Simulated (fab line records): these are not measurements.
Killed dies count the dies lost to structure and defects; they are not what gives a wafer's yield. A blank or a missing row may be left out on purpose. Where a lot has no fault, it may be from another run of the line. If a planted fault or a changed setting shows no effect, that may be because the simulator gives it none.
Which tool was responsible?	flow sky130	Sampling: 15 lots, 45 wafers, 2 of 708 route steps

WHAT THE GAUGES READ, wafer by wafer
SKY_VIA1_THK_MEAS_23: measures by xrf. Usual: VIA1_W_THK typically reads 264.2 nm, with standard deviation 2.8.
lot	measured	on	VIA1_W_THK (nm)	flag
L693	day 33 14:54	film metro-02	267.1 266.1 268.3	
L698	day 35 22:29	film metro-02	262.0 264.3 265.6	
L697	day 35 23:10	film metro-03	264.0 266.4 266.6	
L699	day 36 05:16	film metro-02	262.5 263.0 264.4	
L700	day 36 09:04	film metro-03	263.4 263.3 265.6	
L701	day 36 20:54	film metro-01	262.6 261.6 265.3	
L702	day 37 08:44	film metro-01	262.5 265.3 267.1	
L704	day 37 21:55	film metro-02	261.0 264.0 266.3	
L706	day 38 08:29	film metro-03	261.0 261.9 263.4	
L707	day 38 09:42	film metro-03	263.6 261.0 268.8	
L708	day 38 18:52	film metro-03	264.7 265.4 265.4	
L713	day 40 19:19	film metro-01	259.1 257.9 260.1	
L714	day 40 20:19	film metro-02	266.4 263.1 264.5	
L712	day 40 23:01	film metro-02	262.3 260.5 262.4	
L715	day 41 02:37	film metro-03	266.1 265.8 267.5	

WHAT TOOL EACH LOT RAN ON (gives the tool, then ch and the chambers of the sampled wafers, and finally the start)
lot	SKY_VIA1_ETCH_14
L693	rie diel-02 ch 2,3, day 33 13:55
L698	rie diel-03 ch 2,3, day 35 21:28
L697	rie diel-04 ch 1,2, day 35 22:07
L699	rie diel-03 ch 1,2,3, day 36 04:16
L700	rie diel-02 ch 0,1,3, day 36 08:01
L701	rie diel-04 ch 0,2,3, day 36 19:55
L702	rie diel-02 ch 2,3, day 37 07:46
L704	rie diel-02 ch 0,1,2, day 37 20:52
L706	rie diel-03 ch 0,3, day 38 07:28
L707	rie diel-04 ch 1,3, day 38 08:40
L708	rie diel-04 ch 0,1, day 38 17:52
L713	rie diel-03 ch 0,3, day 40 18:13
L714	rie diel-02 ch 0,2,3, day 40 19:22
L712	rie diel-04 ch 0,3, day 40 21:37
L715	rie diel-02 ch 0,3, day 41 01:37
- SKY_VIA1_ETCH_14: etches BARC in N2/H2, stops on SiO2, time 45.9 s, target depth 60 nm.

WHAT THE TOOLS THEMSELVES READ (means of the sampled wafers that have a number; where no wafer has one, the mark that the record gives instead)
SKY_VIA1_ETCH_14. Usual: drypump motor current A 5.6 A, standard deviation 0.46; oes product au 0.855 a.u., standard deviation 0.0047; throttle valve pct 13.225 %, standard deviation 0.0096.
lot	tool	drypump motor current A (A)	oes product au (a.u.)	throttle valve pct (%)	flag
L693	rie diel-02	5.9	0.857	13.227	
L698	rie diel-03	5.2	0.847	13.229	
L697	rie diel-04	5.3	0.857	13.218	
L699	rie diel-03	5.4	0.855	13.219	
L700	rie diel-02	5.3	0.856	13.229	
L701	rie diel-04	5.5	0.853	13.227	
L702	rie diel-02	5.9	0.854	13.222	
L704	rie diel-02	5.5	0.857	13.223	
L706	rie diel-03	5.9	0.853	13.226	
L707	rie diel-04	5.3	0.858	13.224	
L708	rie diel-04	5.7	0.858	13.228	
L713	rie diel-03	6.3	0.854	13.230	
L714	rie diel-02	5.6	0.856	13.227	
L712	rie diel-04	5.5	0.855	13.227	
L715	rie diel-02	5.2	0.849	13.232	

THE ANSWER, worked out from the rows above alone
Rule: take the mean of a lot's wafers that have a number; if it is more than 3 standard deviations from the usual mean, the lot is off. Also off: a lot with no number at a reading for which 4 or more lots have one. The other lots that the step has rows for count as sound. Order of review: gauges by route order, followed by the tools' own readings, for which a lot's mean as printed above is used. At the first step where some lot is off, the reading lying furthest off is the one used; lots without a number count as furthest.
No lot is off at any reading shown: from this, nothing can be told.

WHAT HAD BEEN PUT IN BY THE SIMULATOR
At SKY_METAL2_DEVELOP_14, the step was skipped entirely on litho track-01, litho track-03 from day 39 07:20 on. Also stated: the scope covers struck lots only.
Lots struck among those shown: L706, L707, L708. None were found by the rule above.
